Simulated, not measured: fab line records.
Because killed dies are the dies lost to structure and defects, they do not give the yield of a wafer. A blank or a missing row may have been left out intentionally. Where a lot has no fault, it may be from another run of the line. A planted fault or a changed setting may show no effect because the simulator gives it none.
fab line records	flow sky130
record: lots: 6	wafers: 18	last_day: 50
route steps=708 shown VT_ADJUST_HVTR@139 VT_ADJUST_PCH@143 SONOS_TUNNEL@154 PAD_OPEN@708
lots untouched by any fault: they come from a run of this same line in which no faults occurred
start_h: the number of hours between the record's first day and the start of the first shown wafer of the lot	wait_h: hours from the lot's prior step to this one	" same as the row above	L1.1+2: a single row standing in for several wafers	- no value present, or no start provided	* or withheld: withheld	< > ~ a bound
route shown NAME@n: names a module that has steps shown in the file, with the first one's number in the route	usual: average and standard deviation across the fault-free wafers	same: alike in all rows	chamber/n: place in a boat	sites: readings site by site	_std_site: standard deviation of those values	_edge_site: the outer-site mean with the inner-site mean subtracted	radius_mm: for every site, how far away it sits from the centre of the wafer	mask NAME#n: copy n	behind: the tool/chamber that last shaped the wafer	hold: the reason the lot was held/the length of the hold in hours/how it ended	device: which transistor (n, p or np) failed to switch	end of line: tests run on the same wafers once the route is complete	for a step that has no rows: nothing shown but its recipe	killed: the dies lost at the first sort to structure and to defects; this is not the yield of the wafer	map: a wafer's dies, x killed, . not, _ none there
set.NAME: the setting that was run; set.NAME@STEP: the one run at that earlier step	model.NAME: the simulator's own value behind a step, which no gauge read
lots at some steps of the route; a table a step, a row a wafer
services: the hour from which a tool's chamber was out of use, counted from the record's first day as start_h (under 0 if before that day), plus the number of hours and why
== steps ==
step: SKY_VT_ADJUST_HVTR_OVL_MEAS_08
usual: VT_ADJUST_HVTR_OVL: 0.5/1.6
lot.wafer	tool	chamber	start_h	wait_h	VT_ADJUST_HVTR_OVL[nm]
L874.1	overlay-02	-	209.42	0.1	2.1
L874.5	"	-	"	"	0.7
L874.6	"	-	"	"	1.1
L875.1	overlay-01	-	220.13	0.1	-0.7
L875.2	"	-	"	"	0.1
L875.5	"	-	"	"	0.2
L880.1	overlay-02	-	254.08	0.1	1.0
L880.2	"	-	"	"	1.5
L880.5	"	-	"	"	0.9
L881.2	overlay-01	-	258.59	0.1	-1.6
L881.5	"	-	"	"	-1.6
L881.6	"	-	"	"	-2.3
L892.1	overlay-01	-	351.83	0.1	0.4
L892.3	"	-	"	"	-1.7
L892.4	"	-	"	"	-1.0
L896.2	overlay-01	-	375.24	0.1	0.4
L896.3	"	-	"	"	1.1
L896.4	"	-	"	"	0.5
step: SKY_VT_ADJUST_HVTR_IMPLANT_09
recipe: species: B	energy_kev: 10	dose_cm2: 2.1e+12	tilt_deg: withheld
step: SKY_VT_ADJUST_HVTR_STRIP_10
recipe: chemistry: O2/N2	power_w: 1400	pressure_mtorr: 1500	platen_temp_c: withheld	o2_flow_sccm: 3000	n2_flow_sccm: 300	overash_fraction: 0.5
usual: drypump_motor_current_A: 5.70/0.28	n2_flow_sccm: 300.0/1	oes_product_au: 0.715/0.0046	strip_time_to_endpoint_s: 14.21/0.031
lot.wafer	tool	chamber	start_h	wait_h	drypump_motor_current_A	n2_flow_sccm	oes_product_au	rf_hours_counter_h	strip_time_to_endpoint_s
L874.1	plasma_asher-03	0	209.60	0.1	5.94	300.9	0.714	37	14.22
L874.5	"	1	"	"	5.90	302.0	0.715	-	14.24
L874.6	"	0	"	"	5.94	300.3	0.718	-	14.26
L875.1	plasma_asher-01	0	220.32	0.1	5.57	302.3	0.713	57	14.19
L875.2	"	1	"	"	5.97	298.9	0.719	57	14.18
L875.5	"	1	"	"	6.03	298.6	0.714	-	14.16
L880.1	plasma_asher-04	1	254.27	0.1	5.27	299.7	0.713	56	14.27
L880.2	"	0	"	"	5.74	298.8	0.715	56	14.24
L880.5	"	0	"	"	5.73	299.7	0.706	-	14.24
L881.2	plasma_asher-04	1	258.77	0.1	5.24	299.8	0.716	56	14.20
L881.5	"	1	"	"	5.26	301.1	0.708	-	14.17
L881.6	"	0	"	"	5.72	299.1	0.721	-	14.21
L892.1	plasma_asher-04	1	352.02	0.1	5.24	299.4	0.721	65	14.19
L892.3	"	1	"	"	5.27	299.9	0.719	-	14.24
L892.4	"	0	"	"	5.73	301.8	0.716	-	14.24
L896.2	plasma_asher-03	0	375.42	0.1	5.97	300.7	0.714	54	14.18
L896.3	"	1	"	"	5.90	299.7	0.713	-	14.20
L896.4	"	0	"	"	6.00	299.8	0.721	-	14.20
step: SKY_VT_ADJUST_HVTR_TW_MEAS_11
usual: VT_ADJUST_HVTR_TW: 210.8/0.97
lot.wafer	tool	chamber	start_h	wait_h	VT_ADJUST_HVTR_TW
L874.1	film_metro-04	-	209.70	0.1	209.7
L874.5	"	-	"	"	209.3
L874.6	"	-	"	"	209.5
L875.1	film_metro-01	-	220.42	0.1	210.8
L875.2	"	-	"	"	210.8
L875.5	"	-	"	"	210.1
L880.1	film_metro-03	-	254.37	0.1	211.9
L880.2	"	-	"	"	210.6
L880.5	"	-	"	"	211.0
L881.2	film_metro-03	-	258.88	0.1	211.0
L881.5	"	-	"	"	211.2
L881.6	"	-	"	"	212.6
L892.1	film_metro-04	-	352.12	0.1	211.1
L892.3	"	-	"	"	211.9
L892.4	"	-	"	"	212.0
L896.2	film_metro-03	-	375.53	0.1	210.3
L896.3	"	-	"	"	210.6
L896.4	"	-	"	"	211.1
step: SKY_VT_ADJUST_PCH_DEHYDRATE_00
recipe: temp_c: 200	time_s: 60
step: SKY_VT_ADJUST_PCH_HMDS_01
recipe: prime_time_s: 60	prime_temp_c: 120
step: SKY_VT_ADJUST_PCH_COAT_02
recipe: spin_rpm: 2000	resist_thk_nm: 3000
step: SKY_VT_ADJUST_PCH_SOFTBAKE_03
recipe: temp_c: 110	time_s: withheld
step: SKY_VT_ADJUST_PCH_EXPOSE_04
recipe: mask_id: NWM	na: 0.6	source_shape: conventional	sigma_outer: 0.6	polarization: unpolarized	target_cd_nm: 840	dose_mj: 255
step: SKY_VT_ADJUST_PCH_PEB_05
recipe: temp_c: 115	time_s: withheld
step: SKY_VT_ADJUST_PCH_DEVELOP_06
recipe: wall_angle_deg: 90	developer: TMAH	develop_time_s: 60	dev_temp_c: 23
step: SKY_VT_ADJUST_PCH_OVL_MEAS_07
usual: VT_ADJUST_PCH_OVL: -1.5/1.5
lot.wafer	tool	chamber	start_h	wait_h	VT_ADJUST_PCH_OVL[nm]
L874.1	overlay-01	-	231.98	-	-2.2
L874.5	"	-	"	"	-1.6
L874.6	"	-	"	"	0.1
L875.1	overlay-02	-	243.15	-	-3.3
L875.2	"	-	"	"	-3.9
L875.5	"	-	"	"	-2.4
L880.1	overlay-02	-	278.33	-	1.4
L880.2	"	-	"	"	1.3
L880.5	"	-	"	"	0.6
L881.2	overlay-02	-	282.18	-	-3.5
L881.5	"	-	"	"	-2.7
L881.6	"	-	"	"	-2.1
L892.1	overlay-02	-	379.38	-	-2.8
L892.3	"	-	"	"	-1.1
L892.4	"	-	"	"	-4.2
L896.2	overlay-02	-	405.03	-	0.4
L896.3	"	-	"	"	-0.4
L896.4	"	-	"	"	-1.2
step: SKY_VT_ADJUST_PCH_IMPLANT_08
recipe: species: B	energy_kev: 10	dose_cm2: 5e+11	tilt_deg: withheld
usual: dose_ions_cm2: 5e+11/5e+08	end_station_pressure_torr: 5e-06/2.6e-07	faraday_current_uA: 2.82/0.055
same: implant_ion_amu: 11
lot.wafer	tool	chamber	start_h	wait_h	dose_ions_cm2	end_station_pressure_torr	faraday_current_uA
L874.1	implanter-01	0	232.01	0.0	4.997e+11	5.2e-06	2.81
L874.5	"	0	"	"	4.995e+11	4.72e-06	2.76
L874.6	"	0	"	"	5.011e+11	4.79e-06	2.76
L875.1	implanter-03	0	243.18	0.0	5.001e+11	4.93e-06	2.83
L875.2	"	0	"	"	4.996e+11	4.5e-06	2.87
L875.5	"	0	"	"	4.995e+11	5.3e-06	2.83
L880.1	implanter-03	0	278.36	0.0	3.974e+11	4.58e-06	2.24
L880.2	"	0	"	"	3.972e+11	4.8e-06	2.30
L880.5	"	0	"	"	3.974e+11	5e-06	2.19
L881.2	implanter-03	0	282.24	0.0	3.989e+11	5.27e-06	2.25
L881.5	"	0	"	"	3.983e+11	5.16e-06	2.20
L881.6	"	0	"	"	3.989e+11	5.01e-06	2.31
L892.1	implanter-02	0	379.41	0.0	4.995e+11	4.79e-06	2.76
L892.3	"	0	"	"	4.998e+11	4.89e-06	2.80
L892.4	"	0	"	"	4.998e+11	5.2e-06	2.86
L896.2	implanter-01	0	405.09	0.0	5.005e+11	4.74e-06	2.78
L896.3	"	0	"	"	4.997e+11	4.93e-06	2.88
L896.4	"	0	"	"	4.997e+11	4.88e-06	2.84
step: SKY_VT_ADJUST_PCH_STRIP_09
recipe: chemistry: O2/N2	power_w: 1400	pressure_mtorr: 1500	platen_temp_c: withheld	o2_flow_sccm: 3000	n2_flow_sccm: 300	overash_fraction: 0.5
usual: drypump_motor_current_A: 5.59/0.23	n2_flow_sccm: 299.9/0.89	oes_product_au: 0.723/0.0046	strip_time_to_endpoint_s: 37.01/0.1
lot.wafer	tool	chamber	start_h	wait_h	drypump_motor_current_A	n2_flow_sccm	oes_product_au	rf_hours_counter_h	strip_time_to_endpoint_s
L874.1	plasma_asher-01	0	232.16	0.1	5.55	298.8	0.723	58	37.10
L874.5	"	1	"	"	6.02	300.7	0.726	-	37.09
L874.6	"	0	"	"	5.54	299.2	0.719	-	37.03
L875.1	plasma_asher-02	0	243.33	0.1	5.42	300.1	0.727	12	36.76
L875.2	"	1	"	"	5.58	299.9	0.727	12	36.78
L875.5	"	0	"	"	5.41	300.5	0.719	-	36.92
L880.1	plasma_asher-02	0	278.51	0.1	5.43	300.0	0.723	16	36.93
L880.2	"	1	"	"	5.56	299.8	0.724	16	37.04
L880.5	"	0	"	"	5.43	300.4	0.719	-	36.92
L881.2	plasma_asher-04	1	282.36	0.1	5.24	301.7	0.720	59	37.12
L881.5	"	1	"	"	5.27	299.5	0.725	-	36.96
L881.6	"	0	"	"	5.70	300.0	0.723	-	37.02
L892.1	plasma_asher-02	1	379.56	0.1	5.57	299.2	0.730	26	37.03
L892.3	"	0	"	"	5.44	299.1	0.723	-	37.00
L892.4	"	1	"	"	5.58	299.4	0.720	-	37.03
L896.2	plasma_asher-02	0	405.21	0.1	5.42	300.0	0.725	28	36.92
L896.3	"	0	"	"	5.43	300.5	0.721	-	37.01
L896.4	"	1	"	"	5.56	299.0	0.722	-	37.12
step: SKY_VT_ADJUST_PCH_TW_MEAS_10
usual: VT_ADJUST_PCH_TW: 142.5/0.67
lot.wafer	tool	chamber	start_h	wait_h	VT_ADJUST_PCH_TW
L874.1	film_metro-02	-	232.26	0.1	142.3
L874.5	"	-	"	"	142.7
L874.6	"	-	"	"	142.6
L875.1	film_metro-04	-	243.43	0.1	143.5
L875.2	"	-	"	"	143.2
L875.5	"	-	"	"	143.8
L880.1	film_metro-04	-	278.61	0.1	135.8
L880.2	"	-	"	"	135.3
L880.5	"	-	"	"	134.8
L881.2	film_metro-03	-	282.47	0.1	134.6
L881.5	"	-	"	"	134.2
L881.6	"	-	"	"	133.7
L892.1	film_metro-04	-	379.66	0.1	142.1
L892.3	"	-	"	"	141.9
L892.4	"	-	"	"	142.9
L896.2	film_metro-02	-	405.32	0.1	142.2
L896.3	"	-	"	"	142.0
L896.4	"	-	"	"	141.8
step: SKY_SONOS_TUNNEL_DEHYDRATE_00
recipe: temp_c: 200	time_s: 60
step: SKY_PAD_OPEN_PROBE_99
usual: killed_at_M0_to_M3: 44/6	killed_at_M4_up: 2.9/1.5	killed_at_contacts: 24/4.9	killed_at_front_end: 16/4.3	killed_at_other: 0.3/0.54	killed_dies: 87/8.7	killed_open: 48/6.7	killed_short: 39/5.9
same: gross_dies: 492	killed_at_back_side: 0
lot.wafer	tool	chamber	start_h	wait_h	killed_at_M0_to_M3	killed_at_M4_up	killed_at_contacts	killed_at_front_end	killed_at_other	killed_dies	killed_open	killed_short	model.etest.pfet_g5v0d10v5.vt_sat_v	model.etest.pfet_16v.vt_v	model.etest.pfet_g5v0d10v5.vt_v	model.etest.pfet_g5v0d10v5.vt_long_v	model.etest.pfet_01v8_lvt.vt_sat_v	model.etest.pfet_01v8_lvt.vt_v	model.etest.pfet_01v8_lvt.vt_long_v	model.etest.pfet_01v8_lvt.body_rise_v
L874.1	prober-01	-	1085.88	0.1	49	2	22	10	0	83	48	35	-0.6236	-1.078	-0.8145	-0.9124	-0.4405	-0.5269	-0.6416	-0.2057
L874.5	prober-01	-	1086.08	0.2	38	3	18	8	0	67	37	27	-0.6058	-1.076	-0.8036	-0.9047	-0.4335	-0.5229	-0.6455	-0.2044
L874.6	prober-01	-	1086.13	0.2	39	2	29	12	0	82	44	36	-0.6384	-1.091	-0.8329	-0.9274	-0.4382	-0.5291	-0.6483	-0.2053
L875.1	prober-01	-	1095.48	0.1	42	3	26	13	0	84	48	36	-0.6289	-1.095	-0.8248	-0.9249	-0.4442	-0.5352	-0.6536	-0.2045
L875.2	prober-01	-	1095.53	0.1	50	3	29	7	0	89	52	37	-0.6156	-1.092	-0.8116	-0.9236	-0.4436	-0.5323	-0.6498	-0.2013
L875.5	prober-01	-	1095.68	0.2	43	3	26	14	0	86	43	43	-0.6339	-1.101	-0.8331	-0.9315	-0.4493	-0.5382	-0.6537	-0.2019
L880.1	prober-01	-	1120.20	0.1	39	2	18	12	0	71	39	32	-0.7263	-1.163	-0.9016	-0.9803	-0.4804	-0.5641	-0.6764	-0.2028
L880.2	prober-01	-	1120.25	0.1	33	3	18	16	0	70	38	32	-0.6952	-1.164	-0.87	-0.9818	-0.485	-0.5696	-0.681	-0.1983
L880.5	prober-01	-	1120.40	0.2	43	3	21	12	0	79	42	37	-0.7412	-1.155	-0.9144	-0.9795	-0.4845	-0.5689	-0.679	-0.2002
L881.2	prober-02	-	1120.58	0.1	35	1	23	21	0	80	43	37	-0.7437	-1.18	-0.9164	-1.002	-0.505	-0.5882	-0.6998	-0.1968
L881.5	prober-02	-	1120.73	0.2	35	2	30	16	0	83	56	27	-0.7212	-1.165	-0.8916	-0.9896	-0.4992	-0.5817	-0.6951	-0.1955
L892.1	prober-01	-	1186.68	0.1	37	2	28	11	1	79	45	33	-0.6302	-1.084	-0.8237	-0.9126	-0.416	-0.5129	-0.6322	-0.2021
L892.3	prober-01	-	1186.78	0.2	41	2	22	11	0	76	42	34	-0.6233	-1.086	-0.8142	-0.9189	-0.4229	-0.5176	-0.6341	-0.2019
L892.4	prober-01	-	1186.83	0.2	46	3	32	17	0	98	56	42	-0.6448	-1.097	-0.8377	-0.9218	-0.4258	-0.5226	-0.642	-0.2027
L896.2	prober-01	-	1198.40	0.1	48	4	21	21	0	94	53	41	-0.585	-1.082	-0.7886	-0.9187	-0.4305	-0.524	-0.6466	-0.2018
L896.3	prober-01	-	1198.45	0.2	37	4	34	17	1	93	41	52	-0.6152	-1.084	-0.822	-0.9113	-0.4285	-0.5221	-0.6425	-0.2064
L896.4	prober-01	-	1198.50	0.2	44	4	24	20	0	92	52	40	-0.5884	-1.072	-0.7942	-0.9055	-0.4321	-0.5227	-0.6435	-0.2037
killed by level:class
L874.1 VIA1:geometric_particle:open=10 CONTACT:geometric_particle:open=9 METAL2:geometric_particle:short=9 LI_CONTACT:geometric_particle:open=8 VIA2:geometric_particle:open=8 METAL1:geometric_particle:short=4 VIA3:geometric_particle:open=4 VIA2:geometric_particle:short=3
L874.5 VIA1:geometric_particle:open=8 LI_CONTACT:geometric_particle:open=7 CONTACT:geometric_particle:open=7 METAL1:geometric_particle:short=6 VIA2:geometric_particle:open=4 POLY_GATE:geometric_particle:short=3 METAL1:geometric_particle:open=3 VIA1:geometric_particle:short=3
L874.6 VIA1:geometric_particle:open=12 LI_CONTACT:geometric_particle:open=8 CONTACT:geometric_particle:open=8 LI_CONTACT:geometric_particle:short=6 LOCAL_INTERCONNECT:geometric_particle:short=4 POLY_GATE:geometric_particle:open=4 METAL2:geometric_particle:short=4 VIA2:geometric_particle:open=4
L875.1 VIA1:geometric_particle:open=10 VIA3:geometric_particle:open=8 CONTACT:geometric_particle:open=8 METAL2:geometric_particle:short=6 VIA2:geometric_particle:open=6 FIELD_ISO:geometric_particle:short=5 LI_CONTACT:geometric_particle:open=5 LOCAL_INTERCONNECT:geometric_particle:short=5
L875.2 VIA3:geometric_particle:open=13 VIA1:geometric_particle:open=12 CONTACT:geometric_particle:open=11 METAL2:geometric_particle:short=8 LI_CONTACT:geometric_particle:open=7 CONTACT:geometric_particle:short=5 METAL1:geometric_particle:short=5 LOCAL_INTERCONNECT:geometric_particle:short=4
L875.5 LOCAL_INTERCONNECT:geometric_particle:short=8 CONTACT:geometric_particle:open=8 VIA1:geometric_particle:open=8 METAL1:geometric_particle:short=8 METAL2:geometric_particle:short=6 METAL3:geometric_particle:short=6 VIA3:geometric_particle:open=6 FIELD_ISO:geometric_particle:open=5
L880.1 VIA1:geometric_particle:open=12 CONTACT:geometric_particle:open=6 VIA3:geometric_particle:open=6 VIA2:geometric_particle:open=5 METAL2:geometric_particle:short=5 FIELD_ISO:geometric_particle:open=4 CONTACT:geometric_particle:short=4 METAL1:geometric_particle:short=3
L880.2 CONTACT:geometric_particle:open=8 VIA1:geometric_particle:open=8 LI_CONTACT:geometric_particle:open=6 VIA1:geometric_particle:short=6 POLY_GATE:geometric_particle:short=5 METAL1:geometric_particle:short=5 FIELD_ISO:geometric_particle:open=4 POLY_GATE:geometric_particle:open=3
L880.5 VIA1:geometric_particle:open=14 CONTACT:geometric_particle:open=7 METAL1:geometric_particle:short=6 CONTACT:geometric_particle:short=6 VIA1:geometric_particle:short=6 FIELD_ISO:geometric_particle:open=5 POLY_GATE:geometric_particle:short=4 LI_CONTACT:geometric_particle:open=4
L881.2 POLY_GATE:geometric_particle:short=7 LI_CONTACT:geometric_particle:open=7 VIA1:geometric_particle:open=7 VIA3:geometric_particle:open=7 FIELD_ISO:geometric_particle:short=6 CONTACT:geometric_particle:open=6 METAL1:geometric_particle:short=6 VIA2:geometric_particle:open=6
L881.5 CONTACT:geometric_particle:open=12 VIA1:geometric_particle:open=10 LI_CONTACT:geometric_particle:open=9 VIA3:geometric_particle:open=7 LOCAL_INTERCONNECT:geometric_particle:short=7 VIA2:geometric_particle:open=6 FIELD_ISO:geometric_particle:short=5 POLY_GATE:geometric_particle:open=4
L892.1 CONTACT:geometric_particle:open=10 VIA1:geometric_particle:open=9 LI_CONTACT:geometric_particle:open=8 METAL2:geometric_particle:short=6 METAL3:geometric_particle:short=6 CONTACT:geometric_particle:short=5 FIELD_ISO:geometric_particle:open=4 VIA2:geometric_particle:open=4
L892.3 LI_CONTACT:geometric_particle:open=9 CONTACT:geometric_particle:open=8 METAL1:geometric_particle:short=6 VIA1:geometric_particle:open=6 VIA3:geometric_particle:open=6 VIA2:geometric_particle:short=5 VIA2:geometric_particle:open=5 METAL3:geometric_particle:short=4
L892.4 CONTACT:geometric_particle:open=14 VIA2:geometric_particle:open=10 METAL1:geometric_particle:short=8 LI_CONTACT:geometric_particle:open=6 VIA1:geometric_particle:short=6 FIELD_ISO:geometric_particle:open=5 LI_CONTACT:geometric_particle:short=5 VIA1:geometric_particle:open=5
L896.2 VIA2:geometric_particle:open=11 VIA1:geometric_particle:short=10 VIA1:geometric_particle:open=8 FIELD_ISO:geometric_particle:open=7 LI_CONTACT:geometric_particle:open=7 CONTACT:geometric_particle:open=7 FIELD_ISO:geometric_particle:short=6 CONTACT:geometric_particle:short=6
L896.3 CONTACT:geometric_particle:open=11 CONTACT:geometric_particle:short=9 LI_CONTACT:geometric_particle:open=8 METAL1:geometric_particle:short=6 VIA3:geometric_particle:short=6 FIELD_ISO:geometric_particle:short=5 VIA2:geometric_particle:open=5 VIA1:geometric_particle:open=5
L896.4 CONTACT:geometric_particle:open=9 VIA1:geometric_particle:open=9 METAL1:geometric_particle:short=8 VIA2:geometric_particle:open=8 POLY_GATE:geometric_particle:open=6 LI_CONTACT:geometric_particle:open=6 CONTACT:geometric_particle:short=6 POLY_GATE:geometric_particle:short=4
== services ==
tool	chamber	start_h	hours	kind
implanter-03	-	199.82	3.8	repair
implanter-03	-	269.34	2.3	repair
implanter-03	-	272.41	4.3	repair
plasma_asher-04	-	289.76	1.3	repair
implanter-02	-	300.27	9.5	pm
implanter-01	-	328.94	4.8	pm
plasma_asher-03	-	337.01	2.8	pm
plasma_asher-02	-	345.39	1.0	repair
implanter-03	-	400.55	8.2	pm
== key ==
first_sign: step: SKY_VT_ADJUST_PCH_IMPLANT_08	reading: dose_ions_cm2	direction: down	sigmas: 99+	usual: *	struck: *
effect: step: SKY_VT_ADJUST_PCH_IMPLANT_08	reading: faraday_current_uA	direction: down	sigmas: 10	usual: 2.82	struck: 2.25
effect: step: SKY_VT_ADJUST_PCH_TW_MEAS_10	reading: VT_ADJUST_PCH_TW	direction: down	sigmas: 12	usual: 142.5	struck: 134.7
model_effect: step: SKY_PAD_OPEN_PROBE_99	value: etest.pfet_g5v0d10v5.vt_sat_v	without: -0.676	struck: -0.7255
met_at SKY_VT_ADJUST_PCH_IMPLANT_08
struck_wafers L880.1,L880.2,L880.5,L881.2,L881.5,L881.6
rows_end L881.6
tester_left_out L880,L881
onset_between 243.18 278.36
fault: kind: process_parameter_drift	tool: implanter-03	chamber: -	onset_h: 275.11	steps: SKY_VT_ADJUST_PCH_IMPLANT_08	channel: dose_cm2	offset: *	shape: step	end_h: 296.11	acts_in: *	stated: *
tester_left_out: of these lots the tester's yield and bins aren't shown, on N5 and GAA mostly nor the transistor test; their killed dies are dies lost to structure and defects alone, not to doping, threshold or leakage, so they don't give the yield
rows_end: these wafers met a further fault down the route, and their rows from its step on are left out
